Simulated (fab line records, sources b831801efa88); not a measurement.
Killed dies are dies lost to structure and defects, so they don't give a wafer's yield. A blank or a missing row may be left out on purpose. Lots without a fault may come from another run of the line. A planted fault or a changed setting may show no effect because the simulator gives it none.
Which tool did it? | flow sky130 | 24 lots, 72 wafers sampled, at 5 steps of a route of 708

WHAT THE GAUGES READ, wafer by wafer
SKY_VIA2_OVL_MEAS_13.
lot  | measured     | on         | VIA2_OVL (nm)
L074 | day 36 12:46 | overlay-02 | -10 13 12
L075 | day 36 17:37 | overlay-01 | -1 -9 -5
L076 | day 36 23:04 | overlay-01 | -2 10 4
L077 | day 37 04:16 | overlay-02 | -6 -3 2
L078 | day 37 13:40 | overlay-02 | -9 1 -10
L079 | day 37 21:31 | overlay-02 | 10 -1 0
L080 | day 38 05:55 | overlay-02 | -4 8 -10
L081 | day 39 01:13 | overlay-01 | -6 0 -7
L082 | day 39 02:37 | overlay-02 | 0 -2 -8
L083 | day 39 03:10 | overlay-01 | 6 -2 1
L084 | day 39 06:34 | overlay-01 | 1 13 2
L085 | day 39 15:48 | overlay-01 | 11 -2 7
L086 | day 39 23:37 | overlay-01 | 11 5 -6
L087 | day 40 12:51 | overlay-01 | -1 4 -1
L088 | day 40 13:33 | overlay-02 | -4 -6 -4
L089 | day 40 21:42 | overlay-02 | -1 -9 -9
L090 | day 41 01:57 | overlay-01 | 8 4 7
L091 | day 41 12:39 | overlay-01 | -2 13 -3
L092 | day 41 18:40 | overlay-01 | 7 -13 -8
L093 | day 41 21:01 | overlay-02 | 0 14 9
L094 | day 42 05:10 | overlay-01 | -4 -12 2
L095 | day 42 13:54 | overlay-01 | 8 8 -2
L096 | day 42 17:52 | overlay-02 | 4 -6 -11
L097 | day 43 00:58 | overlay-02 | 10 14 7

SKY_VIA4_THK_MEAS_01.
lot  | measured     | on            | VIA4_HDPCVD_THK (nm)
L074 | day 42 01:19 | film_metro-03 | 1756 1747 1738
L075 | day 42 05:46 | film_metro-01 | 1740 1777 1743
L076 | day 42 09:30 | film_metro-03 | 1720 1743 1727
L077 | day 42 14:59 | film_metro-03 | 1740 1750 1758
L078 | day 42 23:16 | film_metro-03 | 1747 1743 1781
L079 | day 43 06:04 | film_metro-03 | 1754 1746 1770
L080 | day 43 12:46 | film_metro-03 | 1732 1755 1756
L081 | day 44 07:45 | film_metro-03 | 1760 1730 1719
L082 | day 44 08:37 | film_metro-03 | 1732 1734 1708
L083 | day 44 08:38 | film_metro-04 | 1750 1737 1746
L084 | day 44 10:56 | film_metro-01 | 1745 1754 1771
L085 | day 44 21:23 | film_metro-03 | 1778 1766 1770
L086 | day 45 04:04 | film_metro-04 | 1766 1744 1755
L087 | day 45 15:46 | film_metro-04 | 1750 1773 1756
L088 | day 45 15:51 | film_metro-04 | 1749 1750 1734
L089 | day 46 00:06 | film_metro-01 | 1724 1752 1719
L090 | day 46 02:50 | film_metro-01 | 1753 1753 1750
L091 | day 46 11:24 | film_metro-01 | 1774 1783 1760
L092 | day 46 17:32 | film_metro-03 | 1748 1720 1749
L093 | day 46 18:27 | film_metro-03 | 1731 1763 1776
L094 | day 47 00:52 | film_metro-04 | 1717 1739 1725
L095 | day 47 09:16 | film_metro-01 | 1736 1764 1738
L096 | day 47 14:13 | film_metro-03 | 1768 1773 1779
L097 | day 47 18:31 | film_metro-03 | 1747 1764 1763

WHICH TOOL RAN EACH LOT (tool, then ch and the chambers of the sampled wafers, then the start)
lot  | SKY_VIA2_ETCH_14                   | SKY_METAL3_SPUTTER_02        | SKY_VIA3_CVD_21
L074 | rie_diel-04 ch 0,1,2, day 36 12:47 | pvd_sputter-03, day 36 14:13 | cvd_w-01 ch 0,1, day 39 22:23
L075 | rie_diel-04 ch 0,2,3, day 36 17:39 | pvd_sputter-04, day 36 19:13 | cvd_w-01 ch 0,1, day 40 02:58
L076 | rie_diel-03 ch 0,3, day 36 23:05   | pvd_sputter-04, day 37 00:31 | cvd_w-02 ch 0,1, day 40 07:22
L077 | rie_diel-01 ch 0,2,3, day 37 04:18 | pvd_sputter-03, day 37 05:47 | cvd_w-02 ch 0,1, day 40 12:22
L078 | rie_diel-03 ch 0,1,2, day 37 13:42 | pvd_sputter-03, day 37 15:15 | cvd_w-02 ch 0,1, day 40 21:19
L079 | rie_diel-01 ch 2,3, day 37 21:32   | pvd_sputter-01, day 37 22:57 | cvd_w-02 ch 0,1, day 41 04:04
L080 | rie_diel-03 ch 0,1, day 38 05:57   | pvd_sputter-01, day 38 07:22 | cvd_w-02 ch 0,1, day 41 11:44
L081 | rie_diel-03 ch 0,3, day 39 01:15   | pvd_sputter-04, day 39 02:49 | cvd_w-02 ch 0,1, day 42 06:54
L082 | rie_diel-03 ch 0,2, day 39 02:39   | pvd_sputter-01, day 39 04:15 | cvd_w-02 ch 0,1, day 42 07:17
L083 | rie_diel-04 ch 1,3, day 39 03:12   | pvd_sputter-04, day 39 04:49 | cvd_w-02 ch 1, day 42 08:19
L084 | rie_diel-03 ch 1,2, day 39 06:36   | pvd_sputter-01, day 39 08:02 | cvd_w-02 ch 0,1, day 42 11:13
L085 | rie_diel-04 ch 0,2, day 39 15:50   | pvd_sputter-01, day 39 17:15 | cvd_w-02 ch 0,1, day 42 20:41
L086 | rie_diel-01 ch 0,2,3, day 39 23:39 | pvd_sputter-03, day 40 01:05 | cvd_w-02 ch 0,1, day 43 03:54
L087 | rie_diel-04 ch 0,1,2, day 40 12:53 | pvd_sputter-01, day 40 14:18 | cvd_w-02 ch 0,1, day 43 16:09
L088 | rie_diel-01 ch 1,2, day 40 13:35   | pvd_sputter-04, day 40 15:02 | cvd_w-01 ch 0,1, day 43 16:21
L089 | rie_diel-04 ch 0,2,3, day 40 21:44 | pvd_sputter-04, day 40 23:10 | cvd_w-01 ch 0,1, day 44 00:49
L090 | rie_diel-01 ch 0,3, day 41 01:59   | pvd_sputter-03, day 41 03:28 | cvd_w-02 ch 0,1, day 44 04:34
L091 | rie_diel-03 ch 0,1,3, day 41 12:41 | pvd_sputter-03, day 41 14:09 | cvd_w-01 ch 0,1, day 44 13:49
L092 | rie_diel-03 ch 1,3, day 41 18:42   | pvd_sputter-04, day 41 20:07 | cvd_w-01 ch 0,1, day 44 20:55
L093 | rie_diel-01 ch 0,1,2, day 41 21:03 | pvd_sputter-01, day 41 22:29 | cvd_w-02 ch 0,1, day 44 22:17
L094 | rie_diel-01 ch 1,2,3, day 42 05:12 | pvd_sputter-04, day 42 06:39 | cvd_w-02 ch 0,1, day 45 04:51
L095 | rie_diel-04 ch 0,2, day 42 13:56   | pvd_sputter-01, day 42 15:22 | cvd_w-02 ch 0,1, day 45 13:26
L096 | rie_diel-01 ch 0,2, day 42 17:53   | pvd_sputter-01, day 42 19:20 | cvd_w-01 ch 0,1, day 45 19:48
L097 | rie_diel-03 ch 1,2, day 43 01:00   | pvd_sputter-01, day 43 02:25 | cvd_w-02 ch 0,1, day 46 00:56
- SKY_VIA2_ETCH_14: etches BARC in N2/H2, stops on SiO2, time 45.9 s, target depth 60 nm.
- SKY_METAL3_SPUTTER_02: material AlCu, target thk 735 nm, time 39.1 s.
- SKY_VIA3_CVD_21: deposits W, target thk 390 nm, time 117.31 s.

WHAT THE TOOLS THEMSELVES READ (means of the sampled wafers that have a number; where no wafer has one, the mark that the record gives instead)
SKY_VIA2_ETCH_14.
lot  | tool        | drypump_motor_current_A (A) | oes_product_au (a.u.) | throttle_valve_pct (%)
L074 | rie_diel-04 | 5.2                         | 0.857                 | 13.223
L075 | rie_diel-04 | 5.3                         | 0.856                 | 13.232
L076 | rie_diel-03 | 6.3                         | 0.859                 | 13.220
L077 | rie_diel-01 | 5.9                         | 0.853                 | 13.228
L078 | rie_diel-03 | 6.3                         | 0.857                 | 13.224
L079 | rie_diel-01 | 6.0                         | 0.857                 | 13.222
L080 | rie_diel-03 | 6.4                         | 0.858                 | 13.221
L081 | rie_diel-03 | 6.3                         | 0.853                 | 13.227
L082 | rie_diel-03 | 6.4                         | 0.851                 | 13.226
L083 | rie_diel-04 | 5.2                         | 0.853                 | 13.218
L084 | rie_diel-03 | 6.1                         | 0.857                 | 13.225
L085 | rie_diel-04 | 5.3                         | 0.862                 | 13.227
L086 | rie_diel-01 | 5.9                         | 0.852                 | 13.231
L087 | rie_diel-04 | 5.2                         | 0.858                 | 13.227
L088 | rie_diel-01 | 5.8                         | 0.857                 | 13.227
L089 | rie_diel-04 | 5.3                         | 0.853                 | 13.229
L090 | rie_diel-01 | 5.8                         | 0.858                 | 13.219
L091 | rie_diel-03 | 6.2                         | 0.855                 | 13.223
L092 | rie_diel-03 | 5.9                         | 0.855                 | 13.231
L093 | rie_diel-01 | 5.7                         | 0.856                 | 13.222
L094 | rie_diel-01 | 5.8                         | 0.859                 | 13.220
L095 | rie_diel-04 | 5.3                         | 0.857                 | 13.222
L096 | rie_diel-01 | 5.9                         | 0.855                 | 13.233
L097 | rie_diel-03 | 6.2                         | 0.858                 | 13.231

SKY_METAL3_SPUTTER_02.
lot  | tool           | chamber_pressure_pa (Pa) | throttle_valve_pct (%)
L074 | pvd_sputter-03 | 0.4002                   | 29.7
L075 | pvd_sputter-04 | 0.4005                   | 30.1
L076 | pvd_sputter-04 | 0.3999                   | 29.6
L077 | pvd_sputter-03 | 0.4007                   | 29.2
L078 | pvd_sputter-03 | 0.3999                   | 29.3
L079 | pvd_sputter-01 | 0.3997                   | 29.7
L080 | pvd_sputter-01 | 0.4003                   | 29.4
L081 | pvd_sputter-04 | 0.3996                   | 30.3
L082 | pvd_sputter-01 | 0.4007                   | 29.1
L083 | pvd_sputter-04 | 0.4009                   | 29.7
L084 | pvd_sputter-01 | 0.3991                   | 29.2
L085 | pvd_sputter-01 | 0.4007                   | 29.1
L086 | pvd_sputter-03 | 0.4004                   | 29.6
L087 | pvd_sputter-01 | 0.4003                   | 29.5
L088 | pvd_sputter-04 | 0.4007                   | 29.7
L089 | pvd_sputter-04 | 0.4005                   | 30.0
L090 | pvd_sputter-03 | 0.3995                   | 29.8
L091 | pvd_sputter-03 | 0.3988                   | 29.3
L092 | pvd_sputter-04 | 0.3996                   | 29.9
L093 | pvd_sputter-01 | 0.4001                   | 29.6
L094 | pvd_sputter-04 | 0.4003                   | 29.8
L095 | pvd_sputter-01 | 0.3996                   | 29.5
L096 | pvd_sputter-01 | 0.3993                   | 29.7
L097 | pvd_sputter-01 | 0.4014                   | 28.4

SKY_VIA3_CVD_21.
lot  | tool     | heater_power_w (W)
L074 | cvd_w-01 | 885
L075 | cvd_w-01 | 877
L076 | cvd_w-02 | 725
L077 | cvd_w-02 | 769
L078 | cvd_w-02 | 772
L079 | cvd_w-02 | 768
L080 | cvd_w-02 | 713
L081 | cvd_w-02 | 744
L082 | cvd_w-02 | 778
L083 | cvd_w-02 | 811
L084 | cvd_w-02 | 741
L085 | cvd_w-02 | 735
L086 | cvd_w-02 | 741
L087 | cvd_w-02 | 731
L088 | cvd_w-01 | 924
L089 | cvd_w-01 | 882
L090 | cvd_w-02 | 773
L091 | cvd_w-01 | 925
L092 | cvd_w-01 | 881
L093 | cvd_w-02 | 733
L094 | cvd_w-02 | 720
L095 | cvd_w-02 | 745
L096 | cvd_w-01 | 924
L097 | cvd_w-02 | 734

THE ANSWER, worked out from the rows above alone
Rule: what is usual is taken from the lots themselves. Put in order of their means at a reading, lots are off if they are a third of the lots or fewer, leave a main group of 4 or more, and stand apart from it by a gap of 3 or more times the standard deviation of the main group's means; of several such gaps the widest counts. A main group whose means are all the same, to the digits that the tables above print for the reading, isn't used. A lot without any number at a reading at which 4 lots or more have one is off too. The other lots that the step has rows for count as sound. The gauges are gone through in route order, then the tools' own readings, and for those a lot's mean is taken as printed above. The first step at which some lot is off is used, and at that step the reading that is off furthest; a lot without a number counts as furthest.
No lot is off at any reading shown: from this, nothing can be told.

WHAT THE SIMULATOR HAD PUT IN
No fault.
